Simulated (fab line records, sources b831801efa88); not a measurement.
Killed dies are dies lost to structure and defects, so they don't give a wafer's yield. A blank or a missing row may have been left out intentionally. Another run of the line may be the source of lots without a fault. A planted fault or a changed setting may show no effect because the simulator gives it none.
A sampling plan put to the test / flow sky130 / one fab line, 16 faults that these records tell of, each judged on the records of the lots that it struck
The plan is the line's own looks: the steps of the route at which a gauge or an inspection reads the wafer and doesn't change it. Where struck wafers have a number at a look and the file lists that look's usual mean and standard deviation on fault-free wafers, the look can be judged. Caught: a look later than the fault's first step finds the struck wafers' mean 4 or more of those standard deviations (sigma) from the usual mean. On the tool: here the same test is run on the tool's own readings at the fault's steps. If the struck wafers alone have a blank record, or they carry another recipe, that too counts as caught.

== THE FAULTS, as the simulator had put them in ==
1. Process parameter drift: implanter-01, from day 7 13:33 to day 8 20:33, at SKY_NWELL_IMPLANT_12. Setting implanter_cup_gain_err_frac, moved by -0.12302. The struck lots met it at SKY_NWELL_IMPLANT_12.
2. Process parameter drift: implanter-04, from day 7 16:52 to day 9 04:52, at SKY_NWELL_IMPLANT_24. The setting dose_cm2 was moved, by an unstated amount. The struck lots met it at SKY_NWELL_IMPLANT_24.
3. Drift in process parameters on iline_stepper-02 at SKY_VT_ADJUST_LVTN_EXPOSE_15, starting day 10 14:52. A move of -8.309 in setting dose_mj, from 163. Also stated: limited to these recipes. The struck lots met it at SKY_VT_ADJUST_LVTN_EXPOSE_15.
4. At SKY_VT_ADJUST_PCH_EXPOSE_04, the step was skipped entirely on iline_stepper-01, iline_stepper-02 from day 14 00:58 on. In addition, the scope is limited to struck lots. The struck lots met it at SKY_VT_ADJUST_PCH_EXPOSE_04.
5. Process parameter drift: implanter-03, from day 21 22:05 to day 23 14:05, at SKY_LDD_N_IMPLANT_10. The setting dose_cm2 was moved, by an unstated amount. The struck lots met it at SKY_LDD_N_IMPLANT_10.
6. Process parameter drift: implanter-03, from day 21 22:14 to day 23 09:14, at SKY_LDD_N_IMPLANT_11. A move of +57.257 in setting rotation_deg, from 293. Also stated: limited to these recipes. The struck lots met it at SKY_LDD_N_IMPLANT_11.
7. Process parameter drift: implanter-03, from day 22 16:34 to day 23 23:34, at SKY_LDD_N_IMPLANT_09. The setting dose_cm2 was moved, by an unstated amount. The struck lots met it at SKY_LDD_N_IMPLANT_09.
8. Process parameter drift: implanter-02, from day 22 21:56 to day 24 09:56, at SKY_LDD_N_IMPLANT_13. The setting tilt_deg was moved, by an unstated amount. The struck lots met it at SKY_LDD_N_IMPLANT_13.
9. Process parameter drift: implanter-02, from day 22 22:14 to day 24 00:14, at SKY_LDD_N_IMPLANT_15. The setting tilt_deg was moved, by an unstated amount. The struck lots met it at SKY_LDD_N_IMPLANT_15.
10. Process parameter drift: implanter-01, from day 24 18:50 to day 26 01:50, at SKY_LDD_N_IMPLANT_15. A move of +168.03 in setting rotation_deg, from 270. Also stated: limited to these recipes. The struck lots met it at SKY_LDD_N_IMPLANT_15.
11. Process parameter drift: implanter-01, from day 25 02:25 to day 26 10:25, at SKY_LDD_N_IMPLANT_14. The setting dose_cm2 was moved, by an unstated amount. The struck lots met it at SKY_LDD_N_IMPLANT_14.
12. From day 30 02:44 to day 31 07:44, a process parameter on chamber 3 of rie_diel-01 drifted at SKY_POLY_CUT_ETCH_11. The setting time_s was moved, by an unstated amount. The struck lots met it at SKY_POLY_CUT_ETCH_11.
13. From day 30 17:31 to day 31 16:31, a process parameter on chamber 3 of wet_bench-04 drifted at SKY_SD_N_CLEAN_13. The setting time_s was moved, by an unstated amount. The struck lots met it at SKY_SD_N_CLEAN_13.
14. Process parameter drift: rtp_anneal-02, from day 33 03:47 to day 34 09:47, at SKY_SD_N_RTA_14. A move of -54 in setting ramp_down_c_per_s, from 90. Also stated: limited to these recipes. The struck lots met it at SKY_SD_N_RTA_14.
15. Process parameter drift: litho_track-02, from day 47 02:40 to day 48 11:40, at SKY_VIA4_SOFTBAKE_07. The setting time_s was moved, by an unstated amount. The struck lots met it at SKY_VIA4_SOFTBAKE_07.
16. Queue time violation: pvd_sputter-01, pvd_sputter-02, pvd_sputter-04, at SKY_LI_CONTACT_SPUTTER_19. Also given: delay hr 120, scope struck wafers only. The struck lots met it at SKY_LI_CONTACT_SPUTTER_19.

== WHAT THE PLAN SAW ==
fault=1; on the tool itself=beam_on_s +7.8 sigma; first look that catches it=no look after it can be judged; reading, sigma=-; median hours from its first step to that look=-; hours from the fault's start to the first struck lot there=-; judged looks passed uncaught=0
fault=2; on the tool itself=dose_ions_cm2 -18 sigma; first look that catches it=not the one look that can be judged after it; reading, sigma=-; median hours from its first step to that look=-; hours from the fault's start to the first struck lot there=-; judged looks passed uncaught=1
fault=3; on the tool itself=exposure_dose_mJ_cm2 -54 sigma; first look that catches it=none of the 2 looks that can be judged after it; reading, sigma=-; median hours from its first step to that look=-; hours from the fault's start to the first struck lot there=-; judged looks passed uncaught=2
fault=4; on the tool itself=no reading that can be judged; first look that catches it=none of the 2 looks that can be judged after it; reading, sigma=-; median hours from its first step to that look=-; hours from the fault's start to the first struck lot there=-; judged looks passed uncaught=2
fault=5; on the tool itself=dose_ions_cm2 +92 sigma; first look that catches it=not the one look that can be judged after it; reading, sigma=-; median hours from its first step to that look=-; hours from the fault's start to the first struck lot there=-; judged looks passed uncaught=1
fault=6; on the tool itself=rotation_deg +99 or beyond sigma; first look that catches it=no look after it can be judged; reading, sigma=-; median hours from its first step to that look=-; hours from the fault's start to the first struck lot there=-; judged looks passed uncaught=0
fault=7; on the tool itself=dose_ions_cm2 -86 sigma; first look that catches it=no look after it can be judged; reading, sigma=-; median hours from its first step to that look=-; hours from the fault's start to the first struck lot there=-; judged looks passed uncaught=0
fault=8; on the tool itself=tilt_deg -99 or beyond sigma; first look that catches it=no look after it can be judged; reading, sigma=-; median hours from its first step to that look=-; hours from the fault's start to the first struck lot there=-; judged looks passed uncaught=0
fault=9; on the tool itself=tilt_deg -99 or beyond sigma; first look that catches it=not the one look that can be judged after it; reading, sigma=-; median hours from its first step to that look=-; hours from the fault's start to the first struck lot there=-; judged looks passed uncaught=1
fault=10; on the tool itself=rotation_deg +99 or beyond sigma; first look that catches it=none of the 2 looks that can be judged after it; reading, sigma=-; median hours from its first step to that look=-; hours from the fault's start to the first struck lot there=-; judged looks passed uncaught=2
fault=11; on the tool itself=dose_ions_cm2 -99 or beyond sigma; first look that catches it=none of the 2 looks that can be judged after it; reading, sigma=-; median hours from its first step to that look=-; hours from the fault's start to the first struck lot there=-; judged looks passed uncaught=2
fault=12; on the tool itself=run_length_s +35 sigma; first look that catches it=not the one look that can be judged after it; reading, sigma=-; median hours from its first step to that look=-; hours from the fault's start to the first struck lot there=-; judged looks passed uncaught=1
fault=13; on the tool itself=run_length_s -27 sigma; first look that catches it=not the one look that can be judged after it; reading, sigma=-; median hours from its first step to that look=-; hours from the fault's start to the first struck lot there=-; judged looks passed uncaught=1
fault=14; on the tool itself=ramp_down_c_per_s -99 or beyond sigma; first look that catches it=no look after it can be judged; reading, sigma=-; median hours from its first step to that look=-; hours from the fault's start to the first struck lot there=-; judged looks passed uncaught=0
fault=15; on the tool itself=run_length_s +99 or beyond sigma; first look that catches it=not the one look that can be judged after it; reading, sigma=-; median hours from its first step to that look=-; hours from the fault's start to the first struck lot there=-; judged looks passed uncaught=1
fault=16; on the tool itself=under 2 sigma; first look that catches it=no look after it can be judged; reading, sigma=-; median hours from its first step to that look=-; hours from the fault's start to the first struck lot there=-; judged looks passed uncaught=0
A dash: the fault isn't caught, or these records don't give the number.

Caught at a look: 0 of 16. Caught on the tool: 14 of 16. By one or the other: 14 of 16.
On the tool alone, faults 1, 2, 3, 5, 6, 7, 8, 9, 10, 11, 12, 13, 14, 15 were caught.
Caught by neither: faults 4, 16.
